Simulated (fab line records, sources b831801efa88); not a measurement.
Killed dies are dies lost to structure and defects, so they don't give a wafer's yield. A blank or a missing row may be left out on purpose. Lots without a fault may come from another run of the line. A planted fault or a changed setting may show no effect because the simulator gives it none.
Chamber matching | flow sky130 | SKY_LI_CONTACT_CMP_24 on cmp-01: 4 sister chambers
The step polishes, stops on PSG, t overpolish 20 s, target thk 0 nm. 4 wafers are shown with their chamber, then 11 later ones without.

WAFERS WITH THEIR CHAMBER
wafer  | chamber | motor_current_A (A)
L087.3 | 0       | 10.9
L093.4 | 3       | 10.6
L093.6 | 2       | 12.8
L094.2 | 1       | 10.6

WAFERS WITHOUT THEIR CHAMBER
wafer  | motor_current_A (A)
L094.3 | 10.7
L094.5 | 11.1
L095.2 | 12.0
L095.3 | 11.9
L095.5 | 10.8
L096.1 | 11.3
L096.3 | 10.3
L096.4 | 13.0
L097.1 | 10.4
L097.2 | 11.0
L097.4 | 12.3

WHICH CHAMBER EACH WENT THROUGH
wafer  | from the rows above               | in truth
L094.3 | can't be placed: 1 or 3 or 0      | 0
L094.5 | can't be placed: 0 or 1 or 3      | 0
L095.2 | can't be placed: 2 or 0 or 1 or 3 | 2
L095.3 | can't be placed: 2 or 0 or 1 or 3 | 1
L095.5 | can't be placed: 0 or 1 or 3      | 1
L096.1 | can't be placed: 0 or 1 or 3      | 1
L096.3 | can't be placed: 1 or 3 or 0      | 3
L096.4 | 2                                 | 2
L097.1 | can't be placed: 1 or 3 or 0      | 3
L097.2 | can't be placed: 0 or 1 or 3      | 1
L097.4 | 2                                 | 2
Placed correctly: 2 of 11. Can't be placed from these rows: 9 (the true chamber is among the candidates in 9). Placed wrongly: 0.
How it was worked out, from the rows above alone: a wafer's distance from a chamber is the root of the sum, over the readings, of the square of ((its reading less the chamber's mean) divided by the reading's scatter). The wafer belongs to the nearest chamber; if the next one is less than 2 further off, it can't be placed. A chamber's mean is the mean of its shown wafers. The scatter: with one shown wafer a chamber, the root of the mean of the squares of how far each hidden wafer lies from its nearest shown one.
